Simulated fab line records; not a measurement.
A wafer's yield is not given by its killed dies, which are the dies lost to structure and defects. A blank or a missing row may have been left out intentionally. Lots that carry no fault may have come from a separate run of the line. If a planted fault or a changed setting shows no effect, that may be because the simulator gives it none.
A lot that was struck, set against a sound lot / flow sfq line / 15 out of 325 route steps
Sound: the wafers L646.2, L646.3, L646.4. Struck: wafer L662.5 (left out: L662.2, L662.6 of the same lot, which were not struck); the cause appears at the end.
Per side, at each step with rows, come the tool, then ch with its chambers, and then its first start. Under that, the readings that differ: sound wafers / struck wafers / difference of the means / sigmas: that difference in standard deviations of wafers without a fault.
alike: same words and numbers on both sides, and readings whose means sit less than 2 such deviations apart. not compared: any withheld reading, any reading some wafer has no value for, any bound like >300 that may hide the same value, and any number with overlapping values for which the record gives no deviation.
A row with sigmas, a row that says differs or no value, or rows on one side alone: a step with any of these is where the two part. Numbers that have no deviation but don't overlap get no sigmas and don't part them. A reading missing from all wafers of one side parts the sides only when that side holds two or more wafers.

first, 1 step without rows for these wafers: SFQ_TRILAYER_M2_STRIP_SOLV_CLEAN_062 (cleans in NMP, time 600 s).
SFQ_TRILAYER_I2_DEP_PECVD_063: deposits SiO2 from SiH4/N2O, time 111.11 s, target thk 500 nm.
  sound on pecvd-04 ch 1,2, day 31 05:44; struck on pecvd-02 ch 2, day 36 18:24
  alike: heater power w, throttle valve pct
SFQ_TRILAYER_I2_CMP_CMP_064: polishes SiO2.
  sound on cmp-01 ch 1,2,3, day 31 05:48; struck on cmp-02 ch 1, day 37 03:44
  alike: edge zone pressure frac, head pressure psi, motor current A, time to endpoint s
SFQ_I2_BOW_MEAS_917:
  struck on film metro-03, day 37 04:46; sound on film metro-01, day 31 08:49
  alike: I2_BOW
SFQ_TRILAYER_I2_METRO_MEASURE_065:
  struck on film metro-03, day 37 05:04; sound on film metro-01, day 31 09:07
  alike: thk nm
then, 6 steps without rows for these wafers: SFQ_TRILAYER_I2_VIA_LITHO_COAT_072 (resist thk 62 nm); SFQ_TRILAYER_I2_VIA_LITHO_COAT_067 (resist thk 650 nm); SFQ_TRILAYER_I2_VIA_LITHO_SOFTBAKE_071; SFQ_TRILAYER_I2_VIA_LITHO_EXPOSE_068 (exposes mask I2, target cd 500 nm); SFQ_TRILAYER_I2_VIA_LITHO_PEB_070 (peb time 60 s); SFQ_TRILAYER_I2_VIA_LITHO_DEVELOP_069 (time 60 s).
-- the record jumps here: 5 days lie between the struck wafers' starts before and after --
SFQ_I2_OVL_MEAS_918:
  struck on overlay-01, day 42 16:59; sound on overlay-02, day 37 12:21
  alike: I2_OVL
SFQ_TRILAYER_I2_VIA_BARC_OPEN_VIA_ETCH_096: etches BARC in O2, target depth 125 nm, time 41.7 s.
  sound on rie diel-03 ch 0,1,2, day 37 12:23; struck on rie diel-01 ch 1, day 42 17:01
reading=oes product au (a.u.); sound=0.686 0.686 0.686; struck=0.649; difference=-0.037; sigmas=-8
reading=run length s (s); sound=69.1 69.6 70.6; struck=75.4; difference=+5.6; sigmas=+12
reading=model.KrF_of_TRILAYER_I2_VIA_LITHO_COAT_067.thk nm (nm); sound=574.4 568.4 570.4; struck=563.7; difference=-7.4; sigmas=
  alike: drypump motor current A
  not compared: rf hours counter h
SFQ_TRILAYER_I2_VIA_ETCH_VIA_ETCH_070: etches SiO2 in CHF3, stops on Nb, target depth 260 nm.
  sound on rie diel-03 ch 0,1,2, day 37 12:25; struck on rie diel-01 ch 1, day 42 17:04
reading=model.KrF_of_TRILAYER_I2_VIA_LITHO_COAT_067.thk nm (nm); sound=530.8 522.1 525.9; struck=519.7; difference=-6.6; sigmas=
  alike: drypump motor current A, oes product au
SFQ_TRILAYER_I2_VIA_STRIP_STRIP_071: strips in O2.
  sound on rie metal-01 ch 0,1, day 37 12:32; struck on rie metal-02 ch 1, day 42 17:10
reading=oes product au (a.u.); sound=0.996 0.999 1.009; struck=0.977; difference=-0.024; sigmas=-2
  alike: drypump motor current A
  not compared: rf hours counter h

WHERE THEY PART
Earliest at SFQ_TRILAYER_I2_VIA_BARC_OPEN_VIA_ETCH_096; latest, in this record, at SFQ_TRILAYER_I2_VIA_STRIP_STRIP_071.

WHY: what had been put in by the simulator
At SFQ_TRILAYER_I2_VIA_BARC_OPEN_VIA_ETCH_096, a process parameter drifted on rie diel-01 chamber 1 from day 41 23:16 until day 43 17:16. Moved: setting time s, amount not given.
